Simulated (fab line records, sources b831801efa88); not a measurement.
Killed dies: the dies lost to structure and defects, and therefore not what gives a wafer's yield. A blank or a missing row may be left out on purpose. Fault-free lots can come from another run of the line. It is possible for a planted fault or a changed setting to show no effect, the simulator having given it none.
The tool behind it: which one? | flow sky130 | 11 lots, 33 wafers sampled, at 6 steps of a route of 708

WHAT EACH GAUGE READ, for each wafer
SKY_METAL2_RS_MEAS_05: measures by four-point-probe.
lot  | measured     | on            | METAL2_ALCU_RS (ohm/sq)
L722 | day 35 00:02 | film-metro-01 | 0.1253 0.1259 0.1260
L723 | day 35 07:54 | film-metro-01 | 0.1260 0.1259 0.1257
L724 | day 35 14:27 | film-metro-01 | 0.1267 0.1264 0.1260
L725 | day 35 19:44 | film-metro-01 | 0.1295 0.1355 0.1300
L726 | day 36 06:32 | film-metro-02 | 0.1328 0.1284 0.1283
L727 | day 36 14:24 | film-metro-03 | 0.1274 0.1254 0.1276
L728 | day 37 05:05 | film-metro-01 | 0.1284 0.1339 0.1281
L736 | day 39 06:33 | film-metro-03 | 0.1273 0.1256 0.1260
L738 | day 39 12:35 | film-metro-03 | 0.1276 0.1276 0.1260
L739 | day 39 21:42 | film-metro-02 | 0.1292 0.1281 0.1284
L740 | day 40 10:17 | film-metro-03 | 0.1266 0.1265 0.1261

SKY_METAL2_THK_MEAS_06: measures by xrf.
lot  | measured     | on            | METAL2_ALCU_THK (nm)
L722 | day 35 00:09 | film-metro-01 | 251 257 256
L723 | day 35 08:01 | film-metro-01 | 255 256 253
L724 | day 35 14:32 | film-metro-01 | 253 253 253
L725 | day 35 19:52 | film-metro-01 | 249 237 249
L726 | day 36 06:39 | film-metro-02 | 242 248 250
L727 | day 36 14:31 | film-metro-03 | 253 256 251
L728 | day 37 05:11 | film-metro-01 | 249 242 252
L736 | day 39 06:40 | film-metro-03 | 252 255 256
L738 | day 39 12:41 | film-metro-03 | 251 253 256
L739 | day 39 21:49 | film-metro-02 | 249 251 249
L740 | day 40 10:25 | film-metro-03 | 254 256 257

TOOL THAT RAN EACH LOT (tool first, then ch and the chambers of the sampled wafers, then the start)
lot  | SKY_VIA1_SPUTTER_20          | SKY_VIA1_CVD_21               | SKY_METAL2_SPUTTER_02        | SKY_METAL2_SPUTTER_04
L722 | pvd-sputter-01, day 34 23:15 | cvd-w-02 ch 0,1, day 34 23:19 | pvd-sputter-04, day 34 23:56 | pvd-sputter-04, day 34 23:58
L723 | pvd-sputter-02, day 35 07:08 | cvd-w-01 ch 0,1, day 35 07:11 | pvd-sputter-04, day 35 07:49 | pvd-sputter-04, day 35 07:51
L724 | pvd-sputter-01, day 35 13:37 | cvd-w-02 ch 0,1, day 35 13:43 | pvd-sputter-04, day 35 14:18 | pvd-sputter-04, day 35 14:20
L725 | pvd-sputter-02, day 35 18:58 | cvd-w-02 ch 0,1, day 35 19:02 | pvd-sputter-04, day 35 19:39 | pvd-sputter-04, day 35 19:41
L726 | pvd-sputter-02, day 36 05:44 | cvd-w-02 ch 0,1, day 36 05:49 | pvd-sputter-04, day 36 06:26 | pvd-sputter-04, day 36 06:28
L727 | pvd-sputter-03, day 36 13:38 | cvd-w-01 ch 0,1, day 36 13:41 | pvd-sputter-01, day 36 14:19 | pvd-sputter-01, day 36 14:21
L728 | pvd-sputter-03, day 37 04:16 | cvd-w-02 ch 0,1, day 37 04:21 | pvd-sputter-04, day 37 04:56 | pvd-sputter-04, day 37 04:59
L736 | pvd-sputter-03, day 39 05:46 | cvd-w-01 ch 1, day 39 05:49   | pvd-sputter-01, day 39 06:26 | pvd-sputter-01, day 39 06:29
L738 | pvd-sputter-03, day 39 11:47 | cvd-w-01 ch 0,1, day 39 11:51 | pvd-sputter-04, day 39 12:28 | pvd-sputter-04, day 39 12:31
L739 | pvd-sputter-02, day 39 20:55 | cvd-w-01 ch 0,1, day 39 20:59 | pvd-sputter-04, day 39 21:36 | pvd-sputter-04, day 39 21:39
L740 | pvd-sputter-02, day 40 09:26 | cvd-w-01 ch 0, day 40 09:29   | pvd-sputter-02, day 40 10:12 | pvd-sputter-02, day 40 10:14
- SKY_VIA1_SPUTTER_20: material TiN, target thk 20 nm, time 80 s.
- SKY_VIA1_CVD_21: deposits W, target thk 270 nm, time 80.902 s.
- SKY_METAL2_SPUTTER_02: material AlCu, target thk 250 nm, time 13.3 s.
- SKY_METAL2_SPUTTER_04: material TiN, target thk 70 nm, time 58.3 s.

WHAT THE TOOLS THEMSELVES READ (means of the sampled wafers that have a number; where no wafer has one, the mark that the record gives instead)
SKY_VIA1_SPUTTER_20.
lot  | tool           | throttle-valve-pct (%)
L722 | pvd-sputter-01 | 30.4
L723 | pvd-sputter-02 | 28.9
L724 | pvd-sputter-01 | 30.2
L725 | pvd-sputter-02 | 29.4
L726 | pvd-sputter-02 | 29.0
L727 | pvd-sputter-03 | 30.4
L728 | pvd-sputter-03 | 30.2
L736 | pvd-sputter-03 | 30.3
L738 | pvd-sputter-03 | 30.3
L739 | pvd-sputter-02 | 29.0
L740 | pvd-sputter-02 | 29.1

SKY_VIA1_CVD_21.
lot  | tool     | heater-power-w (W)
L722 | cvd-w-02 | 861
L723 | cvd-w-01 | 784
L724 | cvd-w-02 | 819
L725 | cvd-w-02 | 826
L726 | cvd-w-02 | 818
L727 | cvd-w-01 | 824
L728 | cvd-w-02 | 823
L736 | cvd-w-01 | 829
L738 | cvd-w-01 | 818
L739 | cvd-w-01 | 814
L740 | cvd-w-01 | 770

SKY_METAL2_SPUTTER_02.
lot  | tool           | throttle-valve-pct (%)
L722 | pvd-sputter-04 | 30.9
L723 | pvd-sputter-04 | 29.6
L724 | pvd-sputter-04 | 30.2
L725 | pvd-sputter-04 | 30.5
L726 | pvd-sputter-04 | 29.6
L727 | pvd-sputter-01 | 30.1
L728 | pvd-sputter-04 | 31.1
L736 | pvd-sputter-01 | 30.1
L738 | pvd-sputter-04 | 29.4
L739 | pvd-sputter-04 | 30.7
L740 | pvd-sputter-02 | 28.6

SKY_METAL2_SPUTTER_04.
lot  | tool           | throttle-valve-pct (%)
L722 | pvd-sputter-04 | 30.7
L723 | pvd-sputter-04 | 29.6
L724 | pvd-sputter-04 | 29.9
L725 | pvd-sputter-04 | 30.4
L726 | pvd-sputter-04 | 29.8
L727 | pvd-sputter-01 | 30.0
L728 | pvd-sputter-04 | 30.9
L736 | pvd-sputter-01 | 30.1
L738 | pvd-sputter-04 | 29.5
L739 | pvd-sputter-04 | 30.8
L740 | pvd-sputter-02 | 28.5

THE ANSWER, worked out from the rows above alone
Rule: the lots themselves supply what counts as usual. Put in order of their means at a reading, lots are off if they are a third of the lots or fewer, leave a main group of 4 or more, and stand apart from it by a gap of 3 or more times the standard deviation of the main group's means; of several such gaps the widest counts. If all means in a main group match to the digits the tables above print for the reading, that group is not used. Also off: a lot with no number at a reading for which 4 or more lots have one. The other lots that the step has rows for count as sound. The gauges are gone through in route order, then the tools' own readings, and for those a lot's mean is taken as printed above. At the first step where some lot is off, the reading lying furthest off is the one used; lots without a number count as furthest.
None of the lots is off at any reading shown; this tells nothing.

WHAT THE SIMULATOR HAD PUT IN
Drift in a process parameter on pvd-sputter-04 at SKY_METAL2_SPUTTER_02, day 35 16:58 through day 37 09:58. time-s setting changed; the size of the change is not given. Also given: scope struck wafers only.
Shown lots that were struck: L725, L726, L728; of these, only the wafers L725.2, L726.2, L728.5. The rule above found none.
